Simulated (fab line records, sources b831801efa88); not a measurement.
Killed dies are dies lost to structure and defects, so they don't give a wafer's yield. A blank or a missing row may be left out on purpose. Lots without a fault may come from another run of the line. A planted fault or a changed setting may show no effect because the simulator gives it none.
One fault seen from 2 desks | flow gf180mcu | each desk has only its own numbers; what lay behind them comes last

THE TOOL OWNER'S DESK: implanter-02
The tool's own readings at GF_NSD_IMPLANT_10: means of the sampled wafers that have a number, for each lot that ran on this tool. A lot is out of limits, marked OUT, if its mean lies more than 4 standard deviations from the usual mean; the brackets give that distance.
Columns: A = dose_ions_cm2 at GF_NSD_IMPLANT_10, usual 4.999e+14
lot  | first seen here | A
L628 | day 14 01:05    | 4.999e+14
L632 | day 15 09:41    | 4.998e+14
L638 | day 17 14:53    | 5.002e+14
L643 | day 19 01:58    | 5.000e+14
This desk's finding: nothing out of limits on any of the 4 lots.

THE METROLOGY DESK
What the gauges read, lot by lot, whatever tool the lot ran on: means of the sampled wafers that have a number. A lot is out of limits, marked OUT, if its mean lies more than 4 standard deviations from the usual mean; the brackets give that distance. Of its 12 readings 7 are shown: those that lie furthest out on some lot.
Columns: A = HV_LDD_CVD_56_THK at GF_HV_LDD_THK_MEAS_57, usual 89.8 nm; B = cd_nm at GF_NSD_CD_MEAS_07, usual 399.6 nm; C = NSD_TW at GF_NSD_TW_MEAS_12, usual 4214; D = cd_nm at GF_PSD_CD_MEAS_07, usual 400.4 nm; E = PSD_RS at GF_PSD_RS_MEAS_15, usual 108.6 ohm/sq; F = cd_nm at GF_SAB_CD_MEAS_09, usual 419.3 nm; G = SAB_OVL at GF_SAB_OVL_MEAS_10, usual 0.3 nm
lot  | first seen here | A    | B     | C    | D     | E     | F     | G
L628 | day 13 04:44    | 91.9 | 399.7 | 4233 | 402.1 | 108.4 | 418.7 | -0.1
L629 | day 13 08:09    | 88.9 | 397.1 | 4218 | 401.1 | 108.8 | 424.5 | 1.0
L632 | day 14 11:41    | 88.5 | 398.7 | 4224 | 405.6 | 108.9 | 417.9 | -1.5
L638 | day 16 15:37    | 90.8 | 399.3 | 4186 | 402.2 | 108.7 | 419.1 | -0.5
L643 | day 18 01:59    | 88.5 | 400.3 | 4239 | 396.7 | 108.9 | 419.8 | 0.3
L648 | day 19 20:06    | 90.3 | 404.8 | 4176 | 401.3 | 108.1 | 421.2 | -1.1
This desk's finding: nothing out of limits on any of the 6 lots.

PUT TOGETHER
The tool owner's desk saw nothing out of limits.
The metrology desk saw nothing out of limits.

WHAT THE SIMULATOR HAD PUT IN
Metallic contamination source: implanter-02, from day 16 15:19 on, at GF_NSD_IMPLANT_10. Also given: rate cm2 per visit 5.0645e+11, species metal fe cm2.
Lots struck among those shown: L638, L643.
